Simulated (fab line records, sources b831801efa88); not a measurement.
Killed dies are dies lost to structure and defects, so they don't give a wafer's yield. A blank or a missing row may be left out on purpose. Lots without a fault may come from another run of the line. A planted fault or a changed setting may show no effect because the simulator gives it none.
Which tool did it? | flow sky130 | 13 lots, 39 wafers sampled, at 2 steps of a route of 708

WHAT THE GAUGES READ, wafer by wafer
SKY_VT_ADJUST_HVTP_OVL_MEAS_08.
lot  | measured     | on         | VT_ADJUST_HVTP_OVL (nm)
L464 | day 6 16:04  | overlay-02 | -0.3 0.7 0.4
L463 | day 6 16:14  | overlay-01 | 0.4 0.3 -0.2
L466 | day 6 19:17  | overlay-01 | 0.1 1.3 0.1
L465 | day 6 19:28  | overlay-02 | -2.5 -2.2 -1.9
L467 | day 7 06:20  | overlay-01 | 0.8 1.5 0.7
L468 | day 7 07:40  | overlay-01 | 2.1 2.4 1.1
L469 | day 7 14:20  | overlay-01 | 2.2 2.9 4.4
L470 | day 7 21:58  | overlay-02 | -2.8 -1.6 -2.0
L472 | day 8 16:53  | overlay-01 | -0.5 1.0 -0.4
L474 | day 8 22:56  | overlay-01 | 3.0 2.1 1.5
L481 | day 11 04:53 | overlay-01 | -0.7 0.6 -0.5
L485 | day 12 05:17 | overlay-01 | -0.5 0.2 -0.2
L486 | day 12 12:50 | overlay-02 | -0.8 -1.0 2.5

SKY_VT_ADJUST_NCORE_CD_MEAS_07: target cd 380 nm.
lot  | measured     | on        | cd_nm (nm)
L464 | day 9 07:11  | cd_sem-02 | 384.2 381.2 381.9
L463 | day 9 07:38  | cd_sem-01 | 379.8 379.9 378.7
L466 | day 9 09:43  | cd_sem-01 | 384.8 381.2 380.5
L465 | day 9 10:53  | cd_sem-02 | 380.2 380.9 379.0
L467 | day 9 21:36  | cd_sem-01 | 376.1 377.4 375.6
L468 | day 10 00:20 | cd_sem-01 | 383.3 380.6 380.1
L469 | day 10 07:34 | cd_sem-02 | 374.0 374.6 375.2
L470 | day 10 16:08 | cd_sem-02 | 378.9 380.6 378.8
L472 | day 11 14:53 | cd_sem-02 | 382.2 381.4 382.1
L474 | day 11 20:34 | cd_sem-02 | 379.3 379.0 379.1
L481 | day 14 08:03 | cd_sem-01 | 380.6 383.3 380.9
L485 | day 15 10:49 | cd_sem-02 | 380.0 377.4 377.5
L486 | day 15 18:52 | cd_sem-01 | 378.2 377.9 375.1

WHICH TOOL RAN EACH LOT (tool, then ch and the chambers of the sampled wafers, then the start)
The record holds no process step before these readings.

WHAT THE TOOLS THEMSELVES READ (means of the sampled wafers that have a number; where no wafer has one, the mark that the record gives instead)
The record holds no such reading with a usual standard deviation.

THE ANSWER, worked out from the rows above alone
Rule: what is usual is taken from the lots themselves. Put in order of their means at a reading, lots are off if they are a third of the lots or fewer, leave a main group of 4 or more, and stand apart from it by a gap of 3 or more times the standard deviation of the main group's means; of several such gaps the widest counts. A main group whose means are all the same, to the digits that the tables above print for the reading, isn't used. A lot without any number at a reading at which 4 lots or more have one is off too. The other lots that the step has rows for count as sound. The gauges are gone through in route order, then the tools' own readings, and for those a lot's mean is taken as printed above. The first step at which some lot is off is used, and at that step the reading that is off furthest; a lot without a number counts as furthest.
No lot is off at any reading shown: from this, nothing can be told.

WHAT THE SIMULATOR HAD PUT IN
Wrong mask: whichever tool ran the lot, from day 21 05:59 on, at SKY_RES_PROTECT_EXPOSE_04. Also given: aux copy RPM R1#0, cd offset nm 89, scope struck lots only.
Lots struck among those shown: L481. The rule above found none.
